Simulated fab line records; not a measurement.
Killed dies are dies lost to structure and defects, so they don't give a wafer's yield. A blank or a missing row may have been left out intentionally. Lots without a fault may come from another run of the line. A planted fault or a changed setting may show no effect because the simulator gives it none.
A lot that was struck, set against a sound lot / flow sky130 / 24 out of 708 route steps
Sound: these wafers, L409.1, L409.4, L409.5. Wafers L416.1, L416.2, L416.4 were the ones struck. The cause is named last.
For every step that has rows: the tool of each side, followed by ch and its chambers, followed by its first start. Under that, the readings that differ: sound wafers / struck wafers / difference of the means / sigmas: that difference in standard deviations of wafers without a fault.
alike: readings whose means differ by less than 2 such deviations, and words and numbers that are the same on both sides. not compared: withheld readings, readings that some wafer has no value for, bounds like >300 that may hide the same value, and numbers for which the record gives no deviation and whose values overlap.
A row with sigmas, a row that says differs or no value, or rows on one side alone: a step with any of these is where the two part. When numbers do not overlap yet have no deviation, they are printed without sigmas and do not part them. A reading missing from all wafers of one side parts the sides only when that side holds two or more wafers.

first, 4 steps without rows for these wafers: SKY_FIELD_ISO_DEHYDRATE_05 (time 60 s); SKY_FIELD_ISO_HMDS_06 (prime time 60 s); SKY_FIELD_ISO_COAT_07 (resist thk 60 nm); SKY_FIELD_ISO_COAT_08 (resist thk 450 nm).
SKY_FIELD_ISO_SOFTBAKE_09: time 92.29 s.
  sound: litho_track-04 ch 0; struck: litho_track-04 ch 0
  alike: plate_sensor_t_centre_C, plate_sensor_t_edge_C
then, 3 steps without rows for these wafers: SKY_FIELD_ISO_EXPOSE_10 (exposes mask FOM, target cd 150 nm); SKY_FIELD_ISO_PEB_11; SKY_FIELD_ISO_DEVELOP_12 (develop time 60 s).
SKY_FIELD_ISO_CD_MEAS_13: target cd 150 nm.
  struck on cd_sem-02, day 4 12:59; sound on cd_sem-01, day 3 00:31
  alike: cd_nm
SKY_FIELD_ISO_ETCH_14: etches BARC in N2/H2, stops on SiO2, time 48.11 s, target depth 60 nm.
  sound on rie_diel-01 ch 0,1,2, day 3 00:38; struck on rie_diel-02 ch 0,1,3, day 4 13:06
  alike: chamber_pressure_mTorr, drypump_motor_current_A, oes_product_au, throttle_valve_pct
  not compared: rf_hours_counter_h
SKY_FIELD_ISO_ETCH_15: etches the open film in CHF3/O2, stops on Si, target depth 180 nm, time 72 s.
  sound on rie_diel-01 ch 0,1,2, day 3 00:41; struck on rie_diel-02 ch 0,1,3, day 4 13:08
  alike: O2_flow_sccm, bias_w, drypump_motor_current_A, oes_product_au, throttle_valve_pct
  not compared: rf_hours_counter_h
SKY_FIELD_ISO_STRIP_16: strips in O2/N2.
  sound on plasma_asher-04 ch 0,1, day 3 00:44; struck on plasma_asher-02 ch 0,1, day 4 13:11
  alike: drypump_motor_current_A, oes_product_au, strip_time_to_endpoint_s
  not compared: rf_hours_counter_h
SKY_FIELD_ISO_ETCH_17: etches Si in HBr/Cl2/O2, target depth 342 nm, time 97.7 s.
  sound on rie_si-02 ch 0,1,2, day 3 00:50; struck on rie_si-01 ch 0,1,3, day 4 13:17
  no value came back on the struck wafers for any of 5 readings (HBr_flow_sccm (sccm), O2_flow_sccm (sccm) and others); on the sound wafers HBr_flow_sccm (sccm) reads 149.9 150.4 149.5
reading=model.Si3N4_of_FIELD_ISO_CVD_03.thk_nm (nm); sound=149.4 149.3 149.4; struck=168 166.2 167.8; difference=+18; sigmas=
  not compared: rf_hours_counter_h
then, 7 steps without rows for these wafers: SKY_FIELD_ISO_WET_ETCH_18 (etches Si3N4 in H3PO4, target depth 25 nm, time 286 s); SKY_FIELD_ISO_CLEAN_19 (cleans in SC1/SC2, time 150 s); SKY_FIELD_ISO_CLEAN_20 (cleans in dHF, time 20 s); SKY_FIELD_ISO_WET_ETCH_21 (etches SiO2 in dHF, target depth 20 nm, time 400 s); SKY_FIELD_ISO_OXIDATION_22 (stabilise 600 s, purge 300 s, target thk 10 nm); SKY_FIELD_ISO_CVD_24 (deposits SiO2, target thk 595 nm, time 99.2 s); SKY_FIELD_ISO_ANNEAL_26 (time 1800 s).
SKY_FIELD_ISO_CMP_27: polishes, stops on Si3N4, t overpolish 16 s, target thk 457.8 nm.
  sound on cmp-01 ch 0,1,3, day 3 05:18; struck on cmp-02 ch 0,1,3, day 4 17:30
  alike: motor_current_A
SKY_FIELD_ISO_WET_ETCH_28: etches SiO2 in dHF, target depth 23.7 nm, time 47 s.
  sound on wet_bench-01 ch 3, day 3 05:33; struck on wet_bench-04 ch 3, day 4 17:48
reading=run_length_s (s); sound=81 81 81; struck=72 72 72; difference=-9; sigmas=-3
reading=model.Si3N4_of_FIELD_ISO_CVD_03.thk_nm (nm); sound=117.9 118 118.2; struck=137.4 135.5 137.2; difference=+18.7; sigmas=
  alike: bath_heat_duty_pct
then, 1 step without rows for these wafers: SKY_FIELD_ISO_WET_ETCH_29 (etches Si3N4 in H3PO4, target depth 160 nm, time 1825 s).
-- here the record skips 44 days between the struck wafers' starts before and after, leaving off in module FIELD_ISO and picking up in module PAD_OPEN (first step shown: number 708 of the route) --
SKY_PAD_OPEN_PROBE_99:
  struck on prober-02, day 48 09:59; sound on prober-02, day 46 13:32
reading=killed_at_front_end; sound=10 17 14; struck=413 414 402; difference=+396; sigmas=+84
reading=killed_dies; sound=85 105 78; struck=492 492 492; difference=+403; sigmas=+41
reading=killed_on_rim; sound=18 23 13; struck=96 96 96; difference=+78; sigmas=+20
  alike: killed_at_M0_to_M3, killed_at_M4_up, killed_at_contacts, killed_at_other, killed_open, killed_short

## WHERE THEY PART
Earliest at SKY_FIELD_ISO_ETCH_17; latest, in this record, at SKY_PAD_OPEN_PROBE_99.

WHY: the cause the simulator had injected
Entire step skipped (rie_si-01, SKY_FIELD_ISO_ETCH_17), from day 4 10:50 onward. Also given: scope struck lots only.
